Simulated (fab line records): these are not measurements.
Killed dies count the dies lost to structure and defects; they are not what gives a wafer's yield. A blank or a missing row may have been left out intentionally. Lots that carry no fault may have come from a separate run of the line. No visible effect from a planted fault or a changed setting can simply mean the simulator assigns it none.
fab line records	flow sfq-line	part 1 of 2: steps 1 to 24 of 33
record lots=5	wafers=15	last-day=92
route steps=325 shown M0@32 I0@43 M1@58
lots with no fault: from the same line, run without faults
start-h: start of the lot's first displayed wafer, in hours after the record's first day	wait-h: hours from the lot's prior step to this one	" identical to the entry in the row above	L1.1+2: a single row standing in for several wafers	- no value, or no start was given	* or withheld: withheld	< > ~ a bound
route shown NAME@n: NAME is a module with steps in the file, n the number in the route of the first one	usual: the fault-free wafers' mean and standard deviation	same: alike in all rows	chamber/n: place in a boat	sites: each site's reading	_std_site: their standard deviation	_edge_site: mean of outer sites minus mean of inner sites	radius-mm: how far each site lies from the wafer's centre	mask NAME#n: copy n	behind: the tool/chamber that last shaped the wafer	hold: reason for holding the lot/hours on hold/outcome of the hold	device: whichever transistor did not switch (one of n, p or np)	end of line: tests of these same wafers at the route's end	for a step that has no rows: nothing shown but its recipe	killed: at the first sort, the dies lost to defects and structure; wafer yield is something else	map: shows each die of a wafer: x if killed, . if not, _ if none is there
set.NAME: the setting that was run; set.NAME@STEP: the one run at that earlier step	model.NAME: the simulator's own value behind a step, which no gauge read
a table for each step, a row for each wafer; lots at some steps of the route
services: from which hour (start-h, from the record's first day; less than 0 if before it) a tool's chamber was out of use, for how many hours, and why
## steps
# step SFQ_TRILAYER_M0_LITHO_COAT_026
# recipe resist=BARC	spin-rpm=3000	resist-thk-nm=62
# usual dispense-pressure-kPa=49/5.7	resist-line-temp-C=23.00/0.12
lot.wafer	tool	chamber	start-h	wait-h	dispense-pressure-kPa	resist-line-temp-C
L083.1	litho-track-03	0	141.03	0.1	51	22.80
L083.3	"	0	"	"	51	22.71
L083.4	"	0	"	"	51	22.78
L084.3	litho-track-03	0	149.50	0.1	51	23.13
L084.4	"	0	"	"	51	23.05
L084.5	"	0	"	"	51	23.13
L086.1	litho-track-04	0	158.80	0.1	55	22.88
L086.3	"	0	"	"	55	22.95
L086.4	"	0	"	"	55	22.85
L092.3	litho-track-02	0	186.60	0.1	42	23.05
L092.4	"	0	"	"	42	23.10
L092.5	"	0	"	"	42	22.95
L093.1	litho-track-02	0	192.51	0.1	42	23.04
L093.5	"	0	"	"	42	23.15
L093.6	"	0	"	"	42	23.01
# step SFQ_TRILAYER_M0_LITHO_COAT_021
# recipe resist=KrF	spin-rpm=3000	resist-thk-nm=600
# usual dispense-pressure-kPa=49/5.7	resist-line-temp-C=22.98/0.095
lot.wafer	tool	chamber	start-h	wait-h	dispense-pressure-kPa	resist-line-temp-C
L083.1	litho-track-03	0	141.33	0.2	51	22.84
L083.3	"	0	"	"	51	23.00
L083.4	"	0	"	"	51	22.80
L084.3	litho-track-03	0	149.80	0.2	51	22.94
L084.4	"	0	"	"	51	22.98
L084.5	"	0	"	"	51	22.94
L086.1	litho-track-04	0	159.10	0.2	55	22.92
L086.3	"	0	"	"	55	22.85
L086.4	"	0	"	"	55	22.93
L092.3	litho-track-02	0	186.90	0.2	42	23.06
L092.4	"	0	"	"	42	23.03
L092.5	"	0	"	"	42	22.93
L093.1	litho-track-02	0	192.81	0.2	42	22.97
L093.5	"	0	"	"	42	22.92
L093.6	"	0	"	"	42	23.13
# step SFQ_TRILAYER_M0_LITHO_SOFTBAKE_025
# recipe temp-c=withheld	time-s=withheld	resist=KrF
# usual resist-line-temp-C=*
lot.wafer	tool	chamber	start-h	wait-h	resist-line-temp-C
L083.1	litho-track-03	0	141.63	0.2	*
L083.3	"	0	"	"	*
L083.4	"	0	"	"	*
L084.3	litho-track-03	0	150.05	0.2	*
L084.4	"	0	"	"	*
L084.5	"	0	"	"	*
L086.1	litho-track-04	0	159.40	0.2	*
L086.3	"	0	"	"	*
L086.4	"	0	"	"	*
L092.3	litho-track-02	0	187.15	0.2	*
L092.4	"	0	"	"	*
L092.5	"	0	"	"	*
L093.1	litho-track-02	0	193.11	0.2	*
L093.5	"	0	"	"	*
L093.6	"	0	"	"	*
# step SFQ_TRILAYER_M0_LITHO_EXPOSE_022
# recipe mask-id=M0	na=0.6	source-shape=conventional	sigma-outer=0.65	target-cd-nm=500	dose-mj=14.4
# same sigma-outer=0.65
lot.wafer	tool	chamber	start-h	wait-h	mask
L083.1+3+4	krf-scanner-02	0	207.89	-	M0#0
L084.3+4+5	krf-scanner-02	0	-	-	M0#0
L086.1+3+4	krf-scanner-02	0	227.84	-	M0#0
L092.3+4+5	krf-scanner-02	0	258.24	-	M0#0
L093.1+5+6	krf-scanner-02	0	-	-	M0#0
# step SFQ_TRILAYER_M0_LITHO_PEB_024
# recipe peb-temp-c=115	peb-time-s=60	resist=KrF
# usual plate-temp-C=115.01/0.13	resist-line-temp-C=23.02/0.11
lot.wafer	tool	chamber	start-h	wait-h	plate-temp-C	resist-line-temp-C
L083.1	litho-track-02	0	209.09	1.0	115.02	23.23
L083.3	"	0	"	"	115.02	22.98
L083.4	"	0	"	"	115.07	23.24
L084.3	litho-track-04	0	-	-	114.81	22.92
L084.4	"	0	"	"	114.95	23.05
L084.5	"	0	"	"	114.77	23.00
L086.1	litho-track-03	0	229.04	1.0	114.91	22.95
L086.3	"	0	"	"	115.08	23.04
L086.4	"	0	"	"	115.06	23.11
L092.3	litho-track-03	0	259.27	0.8	115.09	23.09
L092.4	"	0	"	"	115.34	23.04
L092.5	"	0	"	"	115.02	23.06
L093.1	litho-track-03	0	-	-	114.89	23.21
L093.5	"	0	"	"	114.89	23.08
L093.6	"	0	"	"	114.89	23.03
# step SFQ_TRILAYER_M0_LITHO_DEVELOP_023
# recipe time-s=60	resist=KrF
# usual resist-line-temp-C=22.99/0.12
# same time-s=60
lot.wafer	tool	chamber	start-h	wait-h	resist-line-temp-C
L083.1	litho-track-02	0	209.24	0.1	23.10
L083.3	"	0	"	"	22.99
L083.4	"	0	"	"	22.97
L084.3	litho-track-04	0	219.37	0.1	22.95
L084.4	"	0	"	"	23.05
L084.5	"	0	"	"	23.05
L086.1	litho-track-03	0	229.19	0.1	23.08
L086.3	"	0	"	"	23.07
L086.4	"	0	"	"	23.08
L092.3	litho-track-03	0	259.42	0.1	22.93
L092.4	"	0	"	"	22.80
L092.5	"	0	"	"	22.90
L093.1	litho-track-03	0	268.67	0.1	22.86
L093.5	"	0	"	"	23.01
L093.6	"	0	"	"	23.08
# step SFQ_M0_OVL_MEAS_906
# usual M0_OVL=3/5.5
lot.wafer	tool	chamber	start-h	wait-h	M0_OVL[nm]
L083.1	overlay-01	-	209.39	0.1	5
L083.3	"	-	"	"	4
L083.4	"	-	"	"	5
L084.3	overlay-01	-	219.48	0.1	5
L084.4	"	-	"	"	-5
L084.5	"	-	"	"	3
L086.1	overlay-02	-	229.34	0.1	5
L086.3	"	-	"	"	5
L086.4	"	-	"	"	10
L092.3	overlay-01	-	259.53	0.1	2
L092.4	"	-	"	"	4
L092.5	"	-	"	"	2
L093.1	overlay-02	-	268.82	0.1	1
L093.5	"	-	"	"	6
L093.6	"	-	"	"	7
# step SFQ_TRILAYER_M0_BARC_OPEN_METAL_ETCH_031
# recipe mask-material=PR	chemistry=O2	target-depth-nm=125	target=BARC	icp-w=600	bias-w=80	pressure-mtorr=10	time-s=41.7
# usual drypump-motor-current-A=5.7/0.53	oes-product-au=0.685/0.0049
# same time-s=41.7
lot.wafer	tool	chamber	start-h	wait-h	drypump-motor-current-A	oes-product-au	rf-hours-counter-h
L083.1	rie-metal-03	1	209.43	0.0	6.5	0.685	45
L083.3	"	1	"	"	6.5	0.685	-
L083.4	"	0	"	"	5.1	0.690	-
L084.3	rie-metal-04	1	219.52	0.0	5.7	0.688	-
L084.4	"	0	"	"	6.1	0.680	-
L084.5	"	0	"	"	6.1	0.686	-
L086.1	rie-metal-03	0	229.38	0.0	5.0	0.685	25
L086.3	"	0	"	"	5.0	0.683	-
L086.4	"	1	"	"	6.5	0.679	-
L092.3	rie-metal-01	1	259.57	0.0	5.6	0.687	-
L092.4	"	0	"	"	5.0	0.680	-
L092.5	"	1	"	"	5.6	0.686	-
L093.1	rie-metal-03	0	268.85	0.0	5.0	0.680	31
L093.5	"	0	"	"	5.0	0.688	-
L093.6	"	1	"	"	6.5	0.681	-
# step SFQ_TRILAYER_M0_ETCH_METAL_ETCH_024
# recipe target=Nb	stop-on=SiO2	mask-material=PR	chemistry=Cl2/Ar	target-depth-nm=240	icp-w=600	bias-w=80	pressure-mtorr=10	time-s=120
# usual drypump-motor-current-A=5.7/0.53	oes-product-au=0.896/0.0069
# same time-s=120
lot.wafer	tool	chamber	start-h	wait-h	drypump-motor-current-A	oes-product-au	rf-hours-counter-h
L083.1	rie-metal-03	1	209.49	0.0	6.5	0.905	45
L083.3	"	1	"	"	6.5	0.892	-
L083.4	"	0	"	"	5.1	0.890	-
L084.3	rie-metal-04	1	219.60	0.1	5.7	0.903	-
L084.4	"	0	"	"	6.2	0.895	-
L084.5	"	0	"	"	6.1	0.888	-
L086.1	rie-metal-03	0	229.44	0.0	5.1	0.896	25
L086.3	"	0	"	"	5.0	0.911	-
L086.4	"	1	"	"	6.5	0.893	-
L092.3	rie-metal-01	1	259.65	0.1	5.6	0.883	-
L092.4	"	0	"	"	5.0	0.887	-
L092.5	"	1	"	"	5.6	0.892	-
L093.1	rie-metal-03	0	268.91	0.0	5.1	0.905	31
L093.5	"	0	"	"	5.1	0.892	-
L093.6	"	1	"	"	6.5	0.892	-
# step SFQ_TRILAYER_M0_STRIP_STRIP_025
# recipe gas=O2	power-w=200	platen-temp-c=40	overash-fraction=0.65	chemistry=O2	pressure-mtorr=50
# usual drypump-motor-current-A=5.7/0.53	oes-product-au=1.006/0.012
lot.wafer	tool	chamber	start-h	wait-h	drypump-motor-current-A	oes-product-au	rf-hours-counter-h
L083.1	rie-metal-03	1	209.61	0.1	6.5	1.002	45
L083.3	"	1	"	"	6.5	1.015	-
L083.4	"	0	"	"	5.1	0.994	-
L084.3	rie-metal-04	1	219.89	0.2	5.7	1.022	-
L084.4	"	0	"	"	6.2	0.998	-
L084.5	"	0	"	"	6.2	0.994	-
L086.1	rie-metal-03	0	229.56	0.1	5.1	0.986	25
L086.3	"	0	"	"	5.1	0.997	-
L086.4	"	1	"	"	6.5	1.013	-
L092.3	rie-metal-01	1	259.94	0.2	5.6	0.984	-
L092.4	"	0	"	"	5.0	0.996	-
L092.5	"	1	"	"	5.6	0.993	-
L093.1	rie-metal-03	0	269.04	0.1	5.1	1.010	31
L093.5	"	0	"	"	5.1	1.008	-
L093.6	"	1	"	"	6.6	1.006	-
# step SFQ_TRILAYER_M0_STRIP_SOLV_CLEAN_026
# recipe chemistry=NMP	temp-c=70	time-s=600
# same time-s=600
lot.wafer	tool	chamber	start-h	wait-h
L083.1+3+4	wet-bench-01	3,0,6	210.21	0.4
L084.3+4+5	wet-bench-01	7,0,2	220.29	0.2
L086.1+3+4	wet-bench-04	7,1,0	230.16	0.4
L092.3+4+5	wet-bench-03	0,2,1	260.34	0.2
L093.1+5+6	wet-bench-01	2,4,7	269.64	0.4
# step SFQ_TRILAYER_I0_DEP_PECVD_027
# recipe material=SiO2	temp-c=150	time-s=111.11	pressure-torr=2.4	rf-w=183.3	precursor=SiH4/N2O	target-thk-nm=500
# usual heater-power-w=86/18	throttle-valve-pct=25.2/1.7
# same time-s=111.11
lot.wafer	tool	chamber	start-h	wait-h	heater-power-w	since-wet-clean-h	throttle-valve-pct
L083.1	pecvd-02	0	210.39	0.0	98	1125	26.8
L083.3	"	2	"	"	88	1125	27.5
L083.4	"	2	"	"	91	-	27.4
L084.3	pecvd-01	0	220.46	0.0	78	12	21.9
L084.4	"	0	"	"	78	-	21.7
L084.5	"	2	"	"	78	-	22.9
L086.1	pecvd-04	2	230.36	0.0	115	775	23.4
L086.3	"	1	"	"	67	775	25.0
L086.4	"	2	"	"	117	-	23.5
L092.3	pecvd-04	0	260.51	0.0	69	805	26.7
L092.4	"	2	"	"	109	-	23.3
L092.5	"	1	"	"	67	-	24.9
L093.1	pecvd-04	2	269.81	0.0	115	815	23.6
L093.5	"	1	"	"	67	-	25.0
L093.6	"	2	"	"	115	-	23.7
# step SFQ_TRILAYER_I0_CMP_CMP_028
# recipe material=SiO2	down-force-psi=3	platen-rpm=60	pad-velocity-m-s=0.94248
# usual motor-current-A=10.0/0.75	slurry-filter-dp-kPa=13.48/0.14	time-to-endpoint-s=208/8.8
lot.wafer	tool	chamber	start-h	wait-h	motor-current-A	slurry-filter-dp-kPa	time-to-endpoint-s
L083.1	cmp-02	0	217.15	6.7	11.2	13.49	191
L083.3	"	2	218.15	7.7	9.0	13.59	212
L083.4	"	3	"	"	9.4	13.63	201
L084.4	cmp-02	1	223.65	3.1	9.2	13.65	205
L084.3	"	2	"	"	8.7	13.57	207
L084.5	"	0	225.15	4.6	10.6	13.67	196
L086.3	cmp-02	0	239.15	8.8	10.8	13.44	202
L086.4	"	2	240.15	9.7	9.6	13.13	213
L086.1	"	3	"	"	10.4	13.24	198
L092.4	cmp-01	0	266.55	6.0	11.4	13.59	216
L092.3	"	1	"	"	10.2	13.42	207
L092.5	"	3	268.05	7.5	9.0	13.49	204
L093.1	cmp-02	3	270.89	1.0	10.6	13.44	205
L093.6	"	1	271.89	2.0	9.4	13.39	213
L093.5	"	2	"	"	9.4	13.51	216
# step SFQ_I0_BOW_MEAS_907
# recipe mode=bow
# usual I0_BOW=1/7.4
lot.wafer	tool	chamber	start-h	wait-h	I0_BOW[um]
L083.1	film-metro-03	-	220.15	2.5	3
L083.3	"	-	"	"	-9
L083.4	"	-	"	"	3
L084.3	film-metro-04	-	226.19	1.5	-9
L084.4	"	-	"	"	-5
L084.5	"	-	"	"	0
L086.1	film-metro-04	-	242.15	1.0	-7
L086.3	"	-	"	"	5
L086.4	"	-	"	"	3
L092.3	film-metro-03	-	269.09	1.5	5
L092.4	"	-	"	"	-12
L092.5	"	-	"	"	-5
L093.1	film-metro-04	-	272.99	1.6	0
L093.5	"	-	"	"	10
L093.6	"	-	"	"	15
# step SFQ_TRILAYER_I0_METRO_MEASURE_029
# usual thk-nm=199.2/1.3
lot.wafer	tool	chamber	start-h	wait-h	thk-nm
L083.1	film-metro-03	-	220.27	0.1	198.0
L083.3	"	-	"	"	199.3
L083.4	"	-	"	"	199.0
L084.3	film-metro-04	-	226.67	0.5	200.1
L084.4	"	-	"	"	199.1
L084.5	"	-	"	"	198.2
L086.1	film-metro-04	-	242.27	0.1	198.7
L086.3	"	-	"	"	197.8
L086.4	"	-	"	"	201.2
L092.3	film-metro-03	-	269.57	0.5	199.6
L092.4	"	-	"	"	201.8
L092.5	"	-	"	"	199.6
L093.1	film-metro-04	-	273.11	0.1	199.1
L093.5	"	-	"	"	199.1
L093.6	"	-	"	"	198.5
# step SFQ_TRILAYER_I0_VIA_LITHO_COAT_036
# recipe resist=BARC	spin-rpm=3000	resist-thk-nm=62
# usual dispense-pressure-kPa=48/4	resist-line-temp-C=22.98/0.11
lot.wafer	tool	chamber	start-h	wait-h	dispense-pressure-kPa	resist-line-temp-C
L083.1	litho-track-03	0	221.47	1.0	51	22.96
L083.3	"	0	"	"	51	23.11
L083.4	"	0	"	"	51	23.08
L084.3	litho-track-03	0	227.57	0.7	51	22.91
L084.4	"	0	"	"	51	23.03
L084.5	"	0	"	"	51	22.88
L086.1	litho-track-03	0	243.47	1.0	51	22.90
L086.3	"	0	"	"	51	22.80
L086.4	"	0	"	"	51	22.91
L092.3	litho-track-02	0	270.47	0.7	42	23.11
L092.4	"	0	"	"	42	23.18
L092.5	"	0	"	"	42	23.28
L093.1	litho-track-03	0	274.31	1.0	51	22.90
L093.5	"	0	"	"	51	22.96
L093.6	"	0	"	"	51	23.05
# step SFQ_TRILAYER_I0_VIA_LITHO_COAT_031
# recipe resist=KrF	spin-rpm=3000	resist-thk-nm=650
# usual dispense-pressure-kPa=48/4	resist-line-temp-C=22.99/0.1
lot.wafer	tool	chamber	start-h	wait-h	dispense-pressure-kPa	resist-line-temp-C
L083.1	litho-track-03	0	221.77	0.2	51	23.05
L083.3	"	0	"	"	51	22.86
L083.4	"	0	"	"	51	23.05
L084.3	litho-track-03	0	227.87	0.2	51	22.80
L084.4	"	0	"	"	51	22.97
L084.5	"	0	"	"	51	22.96
L086.1	litho-track-03	0	243.77	0.2	51	23.08
L086.3	"	0	"	"	51	23.12
L086.4	"	0	"	"	51	23.15
L092.3	litho-track-02	0	270.77	0.2	42	22.93
L092.4	"	0	"	"	42	22.94
L092.5	"	0	"	"	42	22.88
L093.1	litho-track-03	0	274.61	0.2	51	22.95
L093.5	"	0	"	"	51	22.94
L093.6	"	0	"	"	51	22.84
# step SFQ_TRILAYER_I0_VIA_LITHO_SOFTBAKE_035
# recipe temp-c=withheld	time-s=withheld	resist=KrF
# usual resist-line-temp-C=*
lot.wafer	tool	chamber	start-h	wait-h	resist-line-temp-C
L083.1	litho-track-03	0	222.07	0.2	*
L083.3	"	0	"	"	*
L083.4	"	0	"	"	*
L084.3	litho-track-03	0	228.12	0.2	*
L084.4	"	0	"	"	*
L084.5	"	0	"	"	*
L086.1	litho-track-03	0	244.07	0.2	*
L086.3	"	0	"	"	*
L086.4	"	0	"	"	*
L092.3	litho-track-02	0	271.02	0.2	*
L092.4	"	0	"	"	*
L092.5	"	0	"	"	*
L093.1	litho-track-03	0	274.91	0.2	*
L093.5	"	0	"	"	*
L093.6	"	0	"	"	*
# step SFQ_TRILAYER_I0_VIA_LITHO_EXPOSE_032
# recipe mask-id=I0	na=0.6	source-shape=conventional	sigma-outer=0.65	target-cd-nm=500	dose-mj=21.3
# same sigma-outer=0.65
lot.wafer	tool	chamber	start-h	wait-h	mask
L083.1+3+4	krf-scanner-01	0	259.50	-	I0#0
L084.3+4+5	krf-scanner-01	0	264.70	-	I0#0
L086.1+3+4	krf-scanner-01	0	277.50	-	I0#0
L092.3+4+5	krf-scanner-01	0	312.21	-	I0#0
L093.1+5+6	krf-scanner-01	0	316.61	-	I0#0
# step SFQ_TRILAYER_I0_VIA_LITHO_PEB_034
# recipe peb-temp-c=115	peb-time-s=60	resist=KrF
# usual plate-temp-C=114.99/0.14	resist-line-temp-C=23.02/0.095
lot.wafer	tool	chamber	start-h	wait-h	plate-temp-C	resist-line-temp-C
L083.1	litho-track-02	0	260.70	1.0	115.18	23.22
L083.3	"	0	"	"	114.89	23.03
L083.4	"	0	"	"	114.77	23.18
L084.3	litho-track-02	0	265.55	0.7	115.15	23.00
L084.4	"	0	"	"	115.10	23.08
L084.5	"	0	"	"	114.99	23.05
L086.1	litho-track-01	0	278.70	1.0	115.21	22.85
L086.3	"	0	"	"	115.30	22.93
L086.4	"	0	"	"	115.06	23.00
L092.3	litho-track-01	0	313.06	0.7	114.99	23.14
L092.4	"	0	"	"	115.03	23.01
L092.5	"	0	"	"	114.88	23.11
L093.1	litho-track-02	0	317.81	1.0	115.04	22.92
L093.5	"	0	"	"	115.04	23.03
L093.6	"	0	"	"	114.93	23.17
# step SFQ_TRILAYER_I0_VIA_LITHO_DEVELOP_033
# recipe time-s=60	resist=KrF
# usual resist-line-temp-C=23.00/0.13
# same time-s=60
lot.wafer	tool	chamber	start-h	wait-h	resist-line-temp-C
L083.1	litho-track-02	0	260.85	0.1	23.15
L083.3	"	0	"	"	23.14
L083.4	"	0	"	"	23.03
L084.3	litho-track-02	0	265.70	0.1	23.04
L084.4	"	0	"	"	22.98
L084.5	"	0	"	"	23.05
L086.1	litho-track-01	0	278.85	0.1	23.10
L086.3	"	0	"	"	23.11
L086.4	"	0	"	"	23.08
L092.3	litho-track-01	0	313.21	0.1	23.03
L092.4	"	0	"	"	22.93
L092.5	"	0	"	"	22.90
L093.1	litho-track-02	0	317.96	0.1	23.19
L093.5	"	0	"	"	23.05
L093.6	"	0	"	"	23.04
# step SFQ_I0_OVL_MEAS_908
# usual I0_OVL=-6/4.9
lot.wafer	tool	chamber	start-h	wait-h	I0_OVL[nm]
L083.1	overlay-02	-	261.00	0.1	-4
L083.3	"	-	"	"	-6
L083.4	"	-	"	"	-9
L084.3	overlay-02	-	265.81	0.1	0
L084.4	"	-	"	"	-3
L084.5	"	-	"	"	-1
L086.1	overlay-02	-	279.00	0.1	-2
L086.3	"	-	"	"	-3
L086.4	"	-	"	"	-2
L092.3	overlay-01	-	313.32	0.1	-12
L092.4	"	-	"	"	-11
L092.5	"	-	"	"	-9
L093.1	overlay-02	-	318.11	0.1	-16
L093.5	"	-	"	"	-10
L093.6	"	-	"	"	-11
# step SFQ_TRILAYER_I0_VIA_BARC_OPEN_VIA_ETCH_046
# recipe mask-material=PR	chemistry=O2	target-depth-nm=125	target=BARC	source-w=500	bias-w=80	pressure-mtorr=30	time-s=41.7
# usual drypump-motor-current-A=5.8/0.34	oes-product-au=0.685/0.0051
# same time-s=41.7
lot.wafer	tool	chamber	start-h	wait-h	drypump-motor-current-A	oes-product-au	rf-hours-counter-h
L083.1	rie-diel-02	1	261.04	0.0	6.2	0.689	73
L083.3	"	3	"	"	5.9	0.676	51
L083.4	"	0	"	"	5.5	0.680	133
L084.3	rie-diel-03	0	265.84	0.0	6.2	0.685	82
L084.4	"	3	"	"	5.0	0.690	-
L084.5	"	2	"	"	5.7	0.692	-
L086.1	rie-diel-03	2	279.04	0.0	5.7	0.681	118
L086.3	"	1	"	"	5.8	0.688	82
L086.4	"	0	"	"	6.2	0.681	82
L092.3	rie-diel-02	2	313.34	0.0	5.9	0.693	2
L092.4	"	2	"	"	5.9	0.683	-
L092.5	"	3	"	"	5.9	0.677	-
L093.1	rie-diel-02	2	318.14	0.0	5.9	0.694	2
L093.5	"	3	"	"	5.9	0.694	-
L093.6	"	1	"	"	6.1	0.685	-
# step SFQ_TRILAYER_I0_VIA_ETCH_VIA_ETCH_034
# recipe target=SiO2	stop-on=Nb	mask-material=PR	taper-deg=20	chemistry=CHF3	target-depth-nm=260	source-w=500	bias-w=80	pressure-mtorr=30	time-s=withheld
# usual drypump-motor-current-A=5.8/0.34	oes-product-au=0.853/0.0051
lot.wafer	tool	chamber	start-h	wait-h	drypump-motor-current-A	oes-product-au
L083.1	rie-diel-02	1	261.08	0.0	6.1	0.844
L083.3	"	3	"	"	5.9	0.849
L083.4	"	0	"	"	5.5	0.857
L084.3	rie-diel-03	0	265.88	0.0	6.2	0.855
L084.4	"	3	"	"	5.0	0.852
L084.5	"	2	"	"	5.7	0.850
L086.1	rie-diel-03	2	279.08	0.0	5.7	0.845
L086.3	"	1	"	"	5.8	0.853
L086.4	"	0	"	"	6.2	0.857
L092.3	rie-diel-02	2	313.38	0.0	5.9	0.853
L092.4	"	2	"	"	5.8	0.862
L092.5	"	3	"	"	5.9	0.859
L093.1	rie-diel-02	2	318.18	0.0	5.9	0.858
L093.5	"	3	"	"	5.9	0.855
L093.6	"	1	"	"	6.1	0.846
